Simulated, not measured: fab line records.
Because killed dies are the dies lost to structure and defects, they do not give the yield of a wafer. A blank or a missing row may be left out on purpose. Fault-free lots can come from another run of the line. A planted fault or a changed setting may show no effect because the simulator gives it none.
2 desks looking at one fault | flow sky130 | what lay behind the numbers comes last; until then each desk has only its own

## FROM THE METROLOGY DESK
Means of the sampled wafers that have a number, per lot and without regard to the tool the lot ran on: this is what the gauges read. Any lot whose mean is over 4 standard deviations away from the usual mean is out of limits and marked OUT; that distance is given in the brackets.
Columns: A = VIA4_OVL at SKY_VIA4_OVL_MEAS_11, usual -0.6 nm; B = VIA4_W_RS at SKY_VIA4_RS_MEAS_19, usual 0.224 ohm/sq; C = VIA4_W_THK at SKY_VIA4_THK_MEAS_20, usual 502 nm; D = METAL5_ALCU_RS at SKY_METAL5_RS_MEAS_05, usual 0.02699 ohm/sq; E = METAL5_ALCU_THK at SKY_METAL5_THK_MEAS_06, usual 1152 nm; F = PASSIVATION_CVD_00_THK at SKY_PASSIVATION_THK_MEAS_01, usual 89.8 nm; G = PASSIVATION_CVD_02_THK at SKY_PASSIVATION_THK_MEAS_03, usual 538 nm
lot  | first seen here | A    | B     | C   | D       | E    | F    | G
L699 | day 42 14:05    | 0.4  | 0.222 | 507 | 0.02711 | 1142 | 89.5 | 543
L701 | day 43 16:01    | -1.5 | 0.223 | 500 | 0.02739 | 1130 | 88.6 | 535
L705 | day 44 08:37    | -0.5 | 0.224 | 500 | 0.02687 | 1156 | 88.6 | 537
L710 | day 45 11:02    | -0.6 | 0.226 | 499 | 0.02710 | 1149 | 89.5 | 543
L713 | day 46 09:28    | 0.0  | 0.222 | 510 | 0.02693 | 1164 | 89.7 | 543
L715 | day 47 02:04    | -2.4 | 0.224 | 504 | 0.02687 | 1153 | 90.3 | 536
Result from this desk: across the 6 lots, nothing is out of limits.

## DESK OF THE TOOL OWNER: pvd-sputter-02
The tool's own readings at SKY_METAL5_SPUTTER_00 (material Ti, target thk 15 nm, time 10 s): means of the sampled wafers that have a number, for each lot that ran on this tool. Any lot whose mean is over 4 standard deviations away from the usual mean is out of limits and marked OUT; that distance is given in the brackets.
Columns: A = throttle-valve-pct at SKY_METAL5_SPUTTER_00, usual 29.9 %
lot  | first seen here | A
L699 | day 42 15:28    | 29.9
L710 | day 45 12:43    | 30.8
L715 | day 47 03:40    | 29.8
Result from this desk: across the 3 lots, nothing is out of limits.

## BROUGHT TOGETHER
From the metrology desk's view, nothing was out of limits.
The tool owner's desk saw nothing out of limits.

## WHAT HAD BEEN PUT IN BY THE SIMULATOR
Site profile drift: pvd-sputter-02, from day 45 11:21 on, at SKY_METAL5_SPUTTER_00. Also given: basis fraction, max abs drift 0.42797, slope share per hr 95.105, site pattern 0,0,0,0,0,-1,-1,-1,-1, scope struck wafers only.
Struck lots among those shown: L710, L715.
